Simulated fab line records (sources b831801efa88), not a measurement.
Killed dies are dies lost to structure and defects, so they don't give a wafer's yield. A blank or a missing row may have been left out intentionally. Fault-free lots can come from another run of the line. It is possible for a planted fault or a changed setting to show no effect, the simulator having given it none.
Tool commonality check / flow gf180mcu / 36 wafers sampled across 12 lots

## WHY THIS WAS OPENED
At GF_HV_LDD_CD_MEAS_31 the reading cd-nm is flagged on 2 of 12 lots. Fault-free wafers read 399.8 nm, with a standard deviation of 2.1.
Rule: a lot is flagged in two cases, either no wafer of it has a number, or all its wafers with numbers fall more than 4 standard deviations from that mean. The other lots count as sound.

lot=L438; measured=day 12 00:12; on=cd-sem-01; cd-nm (nm), wafer by wafer=400.4 399.2 401.3; flag=
lot=L437; measured=day 12 02:49; on=cd-sem-01; cd-nm (nm), wafer by wafer=402.1 402.9 402.3; flag=
lot=L439; measured=day 12 09:22; on=cd-sem-02; cd-nm (nm), wafer by wafer=397.9 398.8 398.2; flag=
lot=L440; measured=day 12 16:34; on=cd-sem-01; cd-nm (nm), wafer by wafer=401.0 400.1 403.4; flag=
lot=L441; measured=day 12 16:59; on=cd-sem-01; cd-nm (nm), wafer by wafer=398.9 396.9 398.7; flag=
lot=L442; measured=day 13 03:01; on=cd-sem-01; cd-nm (nm), wafer by wafer=395.2 397.8 399.3; flag=
lot=L443; measured=day 13 08:28; on=cd-sem-01; cd-nm (nm), wafer by wafer=402.3 400.9 399.8; flag=
lot=L444; measured=day 13 18:37; on=cd-sem-01; cd-nm (nm), wafer by wafer=395.3 395.7 397.3; flag=
lot=L448; measured=day 14 23:56; on=cd-sem-01; cd-nm (nm), wafer by wafer=424.6 423.5 424.8; flag=FLAGGED
lot=L451; measured=day 16 03:40; on=cd-sem-01; cd-nm (nm), wafer by wafer=423.8 423.4 424.9; flag=FLAGGED
lot=L455; measured=day 18 05:41; on=cd-sem-02; cd-nm (nm), wafer by wafer=401.0 398.6 397.8; flag=
lot=L457; measured=day 19 00:40; on=cd-sem-01; cd-nm (nm), wafer by wafer=399.3 399.3 402.4; flag=
Average over the flagged lots: 424.2 nm; offset from the usual +24.4 nm, equal to +12 standard deviations.

## WHICH TOOL EACH LOT WENT THROUGH
2 process steps preceding the reading are held in the record, out of 602 steps in the route. In each cell: the tool, then ch and the chambers that the sampled wafers went through, then the start.
lot=L438; flag=; GF_STI_STRIP_15=plasma-asher-03 ch 0,1, day 2 07:44; GF_HV_LDD_EXPOSE_28=iline-stepper-01 ch 0, day 11 14:48
lot=L437; flag=; GF_STI_STRIP_15=plasma-asher-04 ch 0,1, day 2 02:38; GF_HV_LDD_EXPOSE_28=iline-stepper-02 ch 0, day 11 17:29
lot=L439; flag=; GF_STI_STRIP_15=plasma-asher-02 ch 0,1, day 2 13:13; GF_HV_LDD_EXPOSE_28=iline-stepper-01 ch 0, day 12 00:40
lot=L440; flag=; GF_STI_STRIP_15=plasma-asher-03 ch 0,1, day 2 22:07; GF_HV_LDD_EXPOSE_28=iline-stepper-02 ch 0, day 12 07:01
lot=L441; flag=; GF_STI_STRIP_15=plasma-asher-03 ch 0,1, day 2 21:46; GF_HV_LDD_EXPOSE_28=iline-stepper-01 ch 0, day 12 07:38
lot=L442; flag=; GF_STI_STRIP_15=plasma-asher-03 ch 0,1, day 3 06:47; GF_HV_LDD_EXPOSE_28=iline-stepper-01 ch 0, day 12 17:13
lot=L443; flag=; GF_STI_STRIP_15=plasma-asher-02 ch 0,1, day 3 10:40; GF_HV_LDD_EXPOSE_28=iline-stepper-01 ch 0, day 12 23:25
lot=L444; flag=; GF_STI_STRIP_15=plasma-asher-04 ch 0,1, day 3 16:45; GF_HV_LDD_EXPOSE_28=iline-stepper-01 ch 0, day 13 08:10
lot=L448; flag=FLAGGED; GF_STI_STRIP_15=plasma-asher-03 ch 0,1, day 4 10:28; GF_HV_LDD_EXPOSE_28=iline-stepper-02 ch 0, day 14 13:50
lot=L451; flag=FLAGGED; GF_STI_STRIP_15=plasma-asher-04 ch 0,1, day 5 02:25; GF_HV_LDD_EXPOSE_28=iline-stepper-02 ch 0, day 15 17:28
lot=L455; flag=; GF_STI_STRIP_15=plasma-asher-02 ch 0,1, day 6 02:50; GF_HV_LDD_EXPOSE_28=iline-stepper-01 ch 0, day 17 18:10
lot=L457; flag=; GF_STI_STRIP_15=plasma-asher-02 ch 0,1, day 6 13:07; GF_HV_LDD_EXPOSE_28=iline-stepper-01 ch 0, day 18 13:59
What the steps here do:
- GF_STI_STRIP_15: strips in O2/N2.
- GF_HV_LDD_EXPOSE_28: exposes mask Nplus HV AREA, target cd 400 nm.
- GF_HV_LDD_CD_MEAS_31: target cd 400 nm.

## FLAGGED OVER TOTAL, TOOL BY TOOL (the gauges that took the reading come last)
step=GF_STI_STRIP_15; tool=plasma-asher-02; lots run=4; flagged=0; share of the flagged lots=none; sound lots run after its first flagged lot=-
step=GF_STI_STRIP_15; tool=plasma-asher-03; lots run=5; flagged=1; share of the flagged lots=some; sound lots run after its first flagged lot=0
step=GF_STI_STRIP_15; tool=plasma-asher-04; lots run=3; flagged=1; share of the flagged lots=some; sound lots run after its first flagged lot=0
step=GF_HV_LDD_EXPOSE_28; tool=iline-stepper-01; lots run=8; flagged=0; share of the flagged lots=none; sound lots run after its first flagged lot=-
step=GF_HV_LDD_EXPOSE_28; tool=iline-stepper-02; lots run=4; flagged=2; share of the flagged lots=all; sound lots run after its first flagged lot=0
step=GF_HV_LDD_CD_MEAS_31; tool=cd-sem-01; lots run=10; flagged=2; share of the flagged lots=all; sound lots run after its first flagged lot=1 (L457)
step=GF_HV_LDD_CD_MEAS_31; tool=cd-sem-02; lots run=2; flagged=0; share of the flagged lots=none; sound lots run after its first flagged lot=-

## WHAT THE TABLE PERMITS
iline-stepper-02 at GF_HV_LDD_EXPOSE_28 and cd-sem-01 at GF_HV_LDD_CD_MEAS_31 are the 2 rows of the table that ran each flagged lot.
- iline-stepper-02 at GF_HV_LDD_EXPOSE_28 ran 4 lots, 2 of them flagged. Its last sound lot is L440 (day 12 07:01), its first flagged lot L448 (day 14 13:50): a fault that began between those two fits. Its own readings lie more than 4 standard deviations out on every wafer of the flagged lots: exposure-dose-mJ-cm2.
- cd-sem-01 at GF_HV_LDD_CD_MEAS_31 ran 10 lots, 2 of them flagged. Lots that were sound ran on it after the first flagged one (L457); a persistent fault on the entire tool would not allow that.
One tool is left: iline-stepper-02 at GF_HV_LDD_EXPOSE_28.

## WHAT WAS PUT IN BY THE SIMULATOR
Process parameter drift: iline-stepper-02, from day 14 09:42 on, at GF_HV_LDD_EXPOSE_28. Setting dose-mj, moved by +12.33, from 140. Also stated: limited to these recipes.
Struck lots among those shown: L448, L451. The rule given above showed the same thing.
